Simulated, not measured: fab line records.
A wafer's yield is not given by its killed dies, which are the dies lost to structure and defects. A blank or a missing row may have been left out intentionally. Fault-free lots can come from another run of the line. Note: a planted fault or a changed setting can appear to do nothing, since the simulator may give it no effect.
Comparing a struck lot with a sound one	flow sky130	19 steps out of a route of 708
Sound: these wafers, L257.2, L257.3, L257.6. Wafers struck: L272.1, L272.5, L272.6. At the end, the cause is stated.
For every step that has rows: the tool of each side, followed by ch and its chambers, followed by its first start. Under that, the readings that differ: sound wafers	struck wafers	difference of the means	sigmas: that difference in standard deviations of wafers without a fault.
alike: a reading whose means differ by less than 2 such deviations, as well as words and numbers matching on both sides. not compared: withheld readings; readings where some wafer has no value; bounds like >300 that might hide an equal value; numbers whose values overlap and for which the record gives no deviation.
Wherever a step has rows on one side only, a row that says differs or no value, or a row with sigmas, the two part there. Numbers that have no deviation but don't overlap get no sigmas and don't part them. A reading missing from all wafers of one side parts the sides only when that side holds two or more wafers.

first, 4 steps without rows for these wafers: SKY_METAL3_STRIP_20 (strips in post etch residue remover, time 1200 s); SKY_METAL3_CLEAN_21 (cleans in IPA, time 180 s); SKY_METAL3_CLEAN_22 (cleans in O3/DIW); SKY_VIA3_HDPCVD_00 (deposits SiO2, target thk 1635 nm, time 272.5 s).
SKY_VIA3_THK_MEAS_01:
  sound on film_metro-03 at day 40 23:44; struck on film_metro-03 at day 45 01:05
  alike: VIA3_HDPCVD_THK
SKY_VIA3_CMP_02: polishes SiO2.
  sound on cmp-02 ch 0,1,3, day 40 23:47; struck on cmp-01 ch 1,2,3, day 45 01:18
  alike: head_pressure_psi, motor_current_A
SKY_VIA3_BOW_MEAS_03:
  sound on film_metro-03 at day 41 00:06; struck on film_metro-02 at day 45 01:27
  alike: VIA3_BOW
then, 5 steps without rows for these wafers: SKY_VIA3_DEHYDRATE_04 (time 60 s); SKY_VIA3_HMDS_05 (prime time 60 s); SKY_VIA3_COAT_06 (resist thk 60 nm); SKY_VIA3_COAT_07 (resist thk 450 nm); SKY_VIA3_SOFTBAKE_08 (time 90 s).
SKY_VIA3_EXPOSE_09: exposes mask VIM3, target cd 200 nm.
  sound on krf_scanner-02 ch 0, day 41 12:28; struck on krf_scanner-01 ch 0, day 45 12:38
reading	sound	struck	difference	sigmas
model.VIA3.overlay_x_nm (nm)	9.892 9.892 9.892	76.79 76.79 76.79	+66.90	
  alike: mask, focus_offset_nm
then, 2 steps without rows for these wafers: SKY_VIA3_PEB_10; SKY_VIA3_DEVELOP_11 (develop time 60 s).
SKY_VIA3_CD_MEAS_12: the cd target is 200 nm.
  sound on cd_sem-01 at day 41 23:49; struck on cd_sem-02 at day 45 22:50
  alike: cd_nm
SKY_VIA3_OVL_MEAS_13:
  sound on overlay-02 at day 41 23:56; struck on overlay-01 at day 45 22:58
reading	sound	struck	difference	sigmas
VIA3_OVL (nm)	8 14 9	71 71 72	+61	+10
SKY_VIA3_ETCH_14: etches BARC in N2/H2, stops on SiO2, time 45.9 s, target depth 60 nm.
  sound on rie_diel-02 ch 1,3, day 41 23:58; struck on rie_diel-01 ch 0,1, day 45 23:00
  alike: bias_w, chamber_pressure_mTorr, drypump_motor_current_A, oes_product_au, throttle_valve_pct
  not compared: rf_hours_counter_h
-- the record jumps here: 5 days lie between the struck wafers' starts before and after (it left off in module VIA3 and takes up again in module PAD_OPEN, whose first step shown is number 708 of the route) --
SKY_PAD_OPEN_PROBE_99:
  sound on prober-02 at day 47 19:58; struck on prober-01 at day 50 22:59
  alike: defect_limited_yield, killed_at_M0_to_M3, killed_at_M4_up, killed_at_contacts, killed_at_front_end, killed_at_other, killed_dies, killed_open, killed_short, sort_bin_3_pad_short, sort_bin_5_function, sort_bin_6_memory, sort_n_pass, sort_yield_pct
  not compared: model.etest.via3_chain.rc_ohm

WHERE THEY PART
Within this record, at SKY_VIA3_OVL_MEAS_13 only. Later steps at which nothing parts them and some readings are alike: SKY_VIA3_ETCH_14, SKY_PAD_OPEN_PROBE_99.

WHY: what the simulator had put in
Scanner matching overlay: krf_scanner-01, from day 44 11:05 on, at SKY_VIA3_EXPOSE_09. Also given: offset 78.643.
